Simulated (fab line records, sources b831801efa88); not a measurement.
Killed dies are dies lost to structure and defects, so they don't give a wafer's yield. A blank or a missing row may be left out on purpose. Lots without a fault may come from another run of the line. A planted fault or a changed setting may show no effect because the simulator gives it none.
A struck lot beside a sound one | flow gf180mcu | 15 steps out of a route of 602
Sound: wafers L562.4, L562.5, L562.6. Struck: wafers L573.1, L573.2, L573.6. The cause comes at the end.
At each step with rows: each side's tool, then ch and its chambers, then its first start. Under that, the readings that differ: sound wafers | struck wafers | difference of the means | sigmas: that difference in standard deviations of wafers without a fault.
alike: readings whose means differ by less than 2 such deviations, and words and numbers that are the same on both sides. not compared: withheld readings, readings that some wafer has no value for, bounds like >300 that may hide the same value, and numbers for which the record gives no deviation and whose values overlap.
The two part at a step that has a row with sigmas, a row that says differs or no value, or rows on one side only. Numbers that don't overlap but have no deviation are shown without sigmas and don't part them. A reading that every wafer of one side lacks parts them only if that side has two wafers or more.

GF_POLY_GATE_ETCH_13: etches poly-Si in HBr/Cl2, stops on SiO2, target depth 198.5 nm, time 69.6 s.
  sound on rie_si-02 ch 0,1,3, day 11 00:58; struck on rie_si-02 ch 0,1,3, day 14 01:34
  alike: drypump_motor_current_A, oes_product_au, throttle_valve_pct
  not compared: rf_hours_counter_h
GF_POLY_GATE_STRIP_14: strips in O2/N2.
  sound on plasma_asher-02 ch 0,1, day 11 01:02; struck on plasma_asher-02 ch 0,1, day 14 01:37
  alike: drypump_motor_current_A, heater_power_w, oes_product_au, platen_temp_c
  not compared: rf_hours_counter_h
then, 2 steps without rows for these wafers: GF_POLY_GATE_CLEAN_15 (cleans in SC1/SC2, time 150 s); GF_POLY_GATE_OXIDATION_16 (stabilise 600 s, purge 300 s, target thk 4 nm).
GF_POLY_GATE_THK_MEAS_17:
  sound on film_metro-04, day 11 09:07; struck on film_metro-01, day 14 03:53
  alike: POLY_GATE_OXIDATION_THK
GF_POLY_GATE_CD_MEAS_18:
  sound on cd_sem-02, day 11 09:14; struck on cd_sem-02, day 14 04:07
  alike: cd_nm
then, 6 steps without rows for these wafers: GF_HV_LDD_DEHYDRATE_00 (time 60 s); GF_HV_LDD_HMDS_01 (prime time 60 s); GF_HV_LDD_COAT_02 (resist thk 1000 nm); GF_HV_LDD_SOFTBAKE_03 (time 60 s); GF_HV_LDD_EXPOSE_04 (exposes mask Nplus LV AREA, target cd 400 nm); GF_HV_LDD_PEB_05.
GF_HV_LDD_DEVELOP_06: develop time 60 s.
  sound on litho_track-02 ch 0, day 12 01:58; struck on litho_track-02 ch 0, day 15 00:15
GF_HV_LDD_CD_MEAS_07: target cd 400 nm.
  sound on cd_sem-01, day 12 02:07; struck on cd_sem-01, day 15 00:41
  reading    | sound             | struck            | difference | sigmas
  cd_nm (nm) | 399.5 402.7 403.2 | 195.2 195.1 197.9 | -205.7     | -89
  not compared: hold
GF_PASSIVATION_PROBE_99:
  the record has rows for the sound wafers here (prober-01, day 30 18:22) and none for the struck ones

WHERE THEY PART
First at GF_HV_LDD_CD_MEAS_07; last, within this record, at GF_PASSIVATION_PROBE_99.

WHY: what the simulator had put in
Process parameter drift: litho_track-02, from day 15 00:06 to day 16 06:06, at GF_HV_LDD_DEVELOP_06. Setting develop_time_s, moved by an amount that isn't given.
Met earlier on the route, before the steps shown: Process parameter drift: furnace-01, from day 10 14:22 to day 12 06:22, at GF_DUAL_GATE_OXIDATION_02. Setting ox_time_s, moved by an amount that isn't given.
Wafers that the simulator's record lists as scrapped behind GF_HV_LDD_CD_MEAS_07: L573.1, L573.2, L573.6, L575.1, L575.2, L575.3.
